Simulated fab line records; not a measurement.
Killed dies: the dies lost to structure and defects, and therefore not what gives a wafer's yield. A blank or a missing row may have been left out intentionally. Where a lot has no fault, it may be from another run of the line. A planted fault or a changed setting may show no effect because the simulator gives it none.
Which tool did it? ; flow sky130 ; 10 lots (30 wafers sampled), 1 step of a 708-step route

== WHAT THE GAUGES SHOWED, per wafer ==
SKY_VIA3_THK_MEAS_23: measures by xrf.
lot;measured;on;VIA3_W_THK (nm)
L559;day 40 00:56;filmMetro-03;391 387 384
L561;day 40 11:16;filmMetro-04;399 392 394
L565;day 41 16:40;filmMetro-03;394 392 390
L564;day 41 17:02;filmMetro-02;408 405 404
L566;day 42 01:50;filmMetro-03;389 380 387
L572;day 43 09:50;filmMetro-04;407 405 403
L571;day 43 13:18;filmMetro-02;407 408 408
L574;day 44 07:59;filmMetro-03;396 392 392
L576;day 44 22:02;filmMetro-02;409 403 409
L577;day 44 22:25;filmMetro-02;403 411 411

== EACH LOT AND THE TOOL THAT RAN IT (in order: tool; ch and the chambers of the sampled wafers; start) ==
Before these readings, the record contains no process step.

== THE ANSWER, worked out from the rows above alone ==
Rule: the lots themselves supply what counts as usual. The widest of any qualifying gaps counts: lots, ordered by their means at a reading, are off when they make up no more than a third of the lots, leave a main group of 4 or more, and stand apart from it by 3 or more times the standard deviation of that group's means. Not used: any main group whose means are identical at the precision the tables above print for the reading. Also off: a lot with no number at a reading for which 4 or more lots have one. Where the step has rows for the other lots, those lots are counted as sound.
No lot is off at any reading shown: from this, nothing can be told.

== WHAT THE SIMULATOR PUT IN ==
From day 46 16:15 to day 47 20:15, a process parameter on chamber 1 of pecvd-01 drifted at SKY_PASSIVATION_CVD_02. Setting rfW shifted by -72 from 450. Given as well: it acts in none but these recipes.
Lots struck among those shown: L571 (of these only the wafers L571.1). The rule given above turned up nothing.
